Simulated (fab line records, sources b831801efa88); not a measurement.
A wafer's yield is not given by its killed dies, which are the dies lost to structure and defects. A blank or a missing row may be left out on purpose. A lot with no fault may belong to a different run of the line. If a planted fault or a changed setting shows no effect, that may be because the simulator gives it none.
Which tool was responsible?	flow gf180mcu	36 wafers from 12 lots sampled at 5 of the route's 602 steps

== WHAT THE GAUGES READ, wafer by wafer ==
GF_DUAL_GATE_THK_MEAS_03. Usual: for DUAL_GATE_OXIDATION_00_THK the level is 10.77 nm and the standard deviation is 0.2.
lot	measured	on	DUAL_GATE_OXIDATION_00_THK (nm)	flag
L544	day 7 17:02	film metro-03	10.94 10.86 10.99	
L545	day 7 22:31	film metro-04	10.55 10.46 10.56	
L546	day 8 05:26	film metro-03	10.60 10.78 10.63	
L547	day 8 12:23	film metro-03	10.91 10.88 10.81	
L548	day 8 18:26	film metro-01	11.02 10.95 10.95	
L554	day 10 14:24	film metro-04	10.96 10.78 10.72	
L555	day 10 18:46	film metro-03	10.48 10.35 10.39	
L559	day 11 23:46	film metro-01	10.59 10.40 10.70	
L561	day 13 02:47	film metro-03	10.56 10.63 10.36	
L563	day 13 10:22	film metro-04	10.87 10.80 10.67	
L567	day 14 04:55	film metro-01	10.89 10.91 10.85	
L566	day 14 07:06	film metro-01	10.95 10.83 10.91	

GF_POLY_GATE_CD_MEAS_18. Usual: 279.9 nm for cd nm, sd 2.3.
lot	measured	on	cd nm (nm)	flag
L544	day 9 08:19	cd sem-01	280.5 282.2 283.2	
L545	day 9 16:16	cd sem-02	282.4 281.0 277.5	
L546	day 9 21:13	cd sem-01	281.3 280.2 278.7	
L547	day 10 06:02	cd sem-01	281.0 278.7 285.0	
L548	day 10 12:59	cd sem-01	281.2 279.1 282.7	
L554	day 12 09:23	cd sem-01	279.8 281.1 281.2	
L555	day 12 13:49	cd sem-01	279.1 277.5 276.9	
L559	day 13 20:05	cd sem-02	283.1 282.5 281.9	
L561	day 15 02:17	cd sem-02	276.1 280.8 277.1	
L563	day 15 09:32	cd sem-02	276.9 279.4 276.6	
L567	day 16 06:38	cd sem-02	276.6 279.0 277.5	
L566	day 16 09:07	cd sem-01	283.7 281.7 279.6	

== TOOL THAT RAN EACH LOT (tool first, then ch and the chambers of the sampled wafers, then the start) ==
lot	GF_DNWELL_COAT_02	GF_DNWELL_STRIP_08	GF_VT_IMPLANT_RTA_45
L544	litho track-01 ch 0, day 2 14:22	plasma asher-04 ch 0,1, day 2 21:10	rtp anneal-02 ch 0, day 7 14:50
L545	litho track-03 ch 0, day 2 19:50	plasma asher-02 ch 0,1, day 3 02:31	rtp anneal-02 ch 0, day 7 20:18
L546	litho track-03 ch 0, day 3 01:25	plasma asher-04 ch 0,1, day 3 08:22	rtp anneal-02 ch 0, day 8 03:13
L547	litho track-04 ch 0, day 3 03:20	plasma asher-02 ch 0,1, day 3 10:25	rtp anneal-02 ch 0, day 8 09:11
L548	litho track-01 ch 0, day 3 10:40	plasma asher-03 ch 0,1, day 3 17:22	rtp anneal-02 ch 0, day 8 16:14
L554	litho track-03 ch 0, day 4 19:07	plasma asher-03 ch 0,1, day 5 02:29	rtp anneal-02 ch 0, day 10 11:01
L555	litho track-03 ch 0, day 5 00:01	plasma asher-03 ch 0,1, day 5 07:10	rtp anneal-01 ch 0, day 10 16:15
L559	litho track-01 ch 0, day 5 20:05	plasma asher-03 ch 0,1, day 6 03:16	rtp anneal-01 ch 0, day 11 19:45
L561	litho track-01 ch 0, day 6 15:31	plasma asher-02 ch 0,1, day 6 23:47	rtp anneal-01 ch 0, day 13 00:29
L563	litho track-04 ch 0, day 6 22:58	plasma asher-03 ch 0,1, day 7 06:58	rtp anneal-02 ch 0, day 13 08:10
L567	litho track-04 ch 0, day 7 12:31	plasma asher-04 ch 0,1, day 7 20:31	rtp anneal-02 ch 0, day 14 02:43
L566	litho track-01 ch 0, day 7 14:47	plasma asher-02 ch 0,1, day 7 23:19	rtp anneal-01 ch 0, day 14 04:34
- GF_DNWELL_COAT_02: resist thk 3000 nm.
- GF_DNWELL_STRIP_08: strips in O2/N2.
- GF_VT_IMPLANT_RTA_45: time 30 s.

== AS READ BY THE TOOLS THEMSELVES (means over the sampled wafers that have a number; for cases with no such wafer, the mark the record gives instead) ==
GF_DNWELL_COAT_02. Usual: 44.9 Pa for exhaust pa, sd 0.81.
lot	tool	exhaust pa (Pa)	flag
L544	litho track-01	45.3	
L545	litho track-03	45.3	
L546	litho track-03	43.7	
L547	litho track-04	43.9	
L548	litho track-01	45.6	
L554	litho track-03	45.8	
L555	litho track-03	44.4	
L559	litho track-01	44.6	
L561	litho track-01	44.7	
L563	litho track-04	44.8	
L567	litho track-04	44.2	
L566	litho track-01	44.4	

GF_DNWELL_STRIP_08. Usual: drypump motor current A 6.24 A, standard deviation 0.29; heater power w 334 W, standard deviation 33; oes product au 0.722 a.u., standard deviation 0.0047; platen temp c 250.02 C, standard deviation 0.19; strip time to endpoint s 37.00 s, standard deviation 0.11.
lot	tool	drypump motor current A (A)	heater power w (W)	oes product au (a.u.)	platen temp c (C)	strip time to endpoint s (s)	flag
L544	plasma asher-04	6.36	300	0.720	249.98	37.11	
L545	plasma asher-02	6.40	347	0.724	249.89	36.96	
L546	plasma asher-04	6.54	320	0.719	250.14	37.05	
L547	plasma asher-02	6.39	350	0.722	249.99	37.04	
L548	plasma asher-03	5.84	354	0.727	250.05	37.06	
L554	plasma asher-03	5.91	336	0.727	250.07	38.07	OFF
L555	plasma asher-03	5.84	358	0.725	250.02	38.08	OFF
L559	plasma asher-03	5.89	338	0.724	249.88	37.17	
L561	plasma asher-02	6.42	329	0.722	250.14	37.13	
L563	plasma asher-03	5.90	332	0.719	250.23	36.96	
L567	plasma asher-04	6.55	317	0.721	250.11	36.98	
L566	plasma asher-02	6.38	349	0.720	250.12	37.21	

GF_VT_IMPLANT_RTA_45. Usual: lamp power pct 35.9 %, standard deviation 1.2; wafer_temp_C_max 1054.1, standard deviation 0.8.
lot	tool	lamp power pct (%)	wafer_temp_C_max	flag
L544	rtp anneal-02	36.9	1053.4	
L545	rtp anneal-02	36.9	1053.5	
L546	rtp anneal-02	36.9	1053.8	
L547	rtp anneal-02	36.9	1055.4	
L548	rtp anneal-02	36.9	1054.3	
L554	rtp anneal-02	36.9	1053.9	
L555	rtp anneal-01	34.4	1053.7	
L559	rtp anneal-01	34.5	1054.5	
L561	rtp anneal-01	34.4	1054.0	
L563	rtp anneal-02	36.8	1053.8	
L567	rtp anneal-02	36.9	1053.5	
L566	rtp anneal-01	34.4	1054.5	

== THE ANSWER, worked out from the rows above alone ==
Rule: a lot is off if the mean of its wafers that have a number lies more than 3 standard deviations from the usual mean. A lot without any number at a reading at which 4 lots or more have one is off too. Any other lot the step has rows for is counted as sound. Order of review: gauges by route order, followed by the tools' own readings, for which a lot's mean as printed above is used. At the first step where some lot is off, the reading lying furthest off is the one used; lots without a number count as furthest.
Off: L554, L555 (GF_DNWELL_STRIP_08, strip time to endpoint s).
If a tool, at that step or one of the process steps before it, ran each lot that is off and ran no sound lot following the first of them, it fits. One fits: GF_DNWELL_COAT_02 on litho track-03. A fault onset in the window from L546 (day 3 01:25, its last sound lot) to L554 (day 4 19:07, its first lot off) fits.

== WHAT THE SIMULATOR PUT IN ==
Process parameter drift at GF_DNWELL_COAT_02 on litho track-03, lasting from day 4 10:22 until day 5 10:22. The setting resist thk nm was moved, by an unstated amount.
Shown lots that were struck: L554, L555. The rule above reached the same finding.
